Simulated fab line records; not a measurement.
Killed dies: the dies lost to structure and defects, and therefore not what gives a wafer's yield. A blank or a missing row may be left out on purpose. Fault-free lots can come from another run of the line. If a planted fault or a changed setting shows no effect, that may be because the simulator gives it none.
Struck lot and sound lot, side by side -- flow sky130 -- 15 out of 708 route steps
Sound: the wafers L511.1, L511.2, L511.6. The struck wafers were L525.1, L525.3, L525.4. The cause is given at the end.
Order at every step that has rows: each side's tool, ch and its chambers, its first start. Under that, the readings that differ: sound wafers -- struck wafers -- difference of the means -- sigmas: that difference in standard deviations of wafers without a fault.
alike: words and numbers the same on both sides, and readings whose means are apart by under 2 such deviations; not compared: readings that were withheld, readings missing a value for some wafer, numbers with overlapping values and no deviation given by the record, and bounds like >300 which may hide the same value.
Wherever a step has rows on one side only, a row that says differs or no value, or a row with sigmas, the two part there. Numbers that have no deviation but don't overlap get no sigmas and don't part them. A reading that every wafer of one side lacks parts them only if that side has two wafers or more.

first, 5 steps without rows for these wafers: SKY_CAP2M_COAT_07 (resist thk 1140 nm); SKY_CAP2M_SOFTBAKE_08 (time 60 s); SKY_CAP2M_EXPOSE_09 (exposes mask CAP2M, target cd 1000 nm); SKY_CAP2M_PEB_10; SKY_CAP2M_DEVELOP_11 (develop time 60 s).
SKY_CAP2M_OVL_MEAS_12:
  sound on overlay-02, day 40 16:22; struck on overlay-02, day 45 13:59
  alike: CAP2M_OVL
SKY_CAP2M_METAL_ETCH_13: etches TiN in Cl2/BCl3, stops on SiO2, target depth 220 nm, time 62.9 s.
  sound on rie_metal-03 ch 0,1, day 40 16:24; struck on rie_metal-04 ch 0,1, day 45 14:01
  alike: drypump_motor_current_A, oes_product_au, throttle_valve_pct
  not compared: rf_hours_counter_h
SKY_CAP2M_STRIP_14: strips in O2/N2.
  sound on plasma_asher-02 ch 0,1, day 40 16:28; struck on plasma_asher-04 ch 0,1, day 45 14:05
  alike: drypump_motor_current_A, oes_product_au, strip_time_to_endpoint_s
  not compared: rf_hours_counter_h
then, 4 steps without rows for these wafers: SKY_CAP2M_STRIP_15 (strips in post etch residue remover, time 1200 s); SKY_CAP2M_CLEAN_16 (cleans in IPA, time 180 s); SKY_CAP2M_CLEAN_17 (cleans in O3/DIW); SKY_METAL4_DEHYDRATE_05 (time 60 s).
SKY_METAL4_HMDS_06: prime time 60 s.
  sound on litho_track-01 ch 0, day 41 04:16; struck on litho_track-01 ch 0, day 46 00:34
reading,sound,struck,difference,sigmas
prime_temp_c (C),120.14 120.29 120.33,114.51 114.30 114.63,-5.77,-38
then, 1 step without rows for these wafers: SKY_METAL4_COAT_07 (resist thk 60 nm).
-- the record jumps here: 4 days lie between the struck wafers' starts before and after (it left off in module METAL4 and takes up again in module PAD_OPEN, whose first step shown is number 708 of the route) --
SKY_PAD_OPEN_PROBE_99:
  sound on prober-01, day 45 13:53; struck on prober-01, day 49 20:10
  alike: defect_limited_yield, killed_at_M0_to_M3, killed_at_M4_up, killed_at_contacts, killed_at_front_end, killed_at_other, killed_dies, killed_open, killed_short, sort_bin_3_pad_short, sort_bin_5_function, sort_bin_6_memory, sort_n_pass, sort_yield_pct

== WHERE THEY PART ==
At SKY_METAL4_HMDS_06 and nowhere else, as far as this record goes. Later steps at which nothing parts them and some readings are alike: SKY_PAD_OPEN_PROBE_99.

WHY: whatever the simulator had introduced
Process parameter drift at SKY_METAL4_HMDS_06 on litho_track-01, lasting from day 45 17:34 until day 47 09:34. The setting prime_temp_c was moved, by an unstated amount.
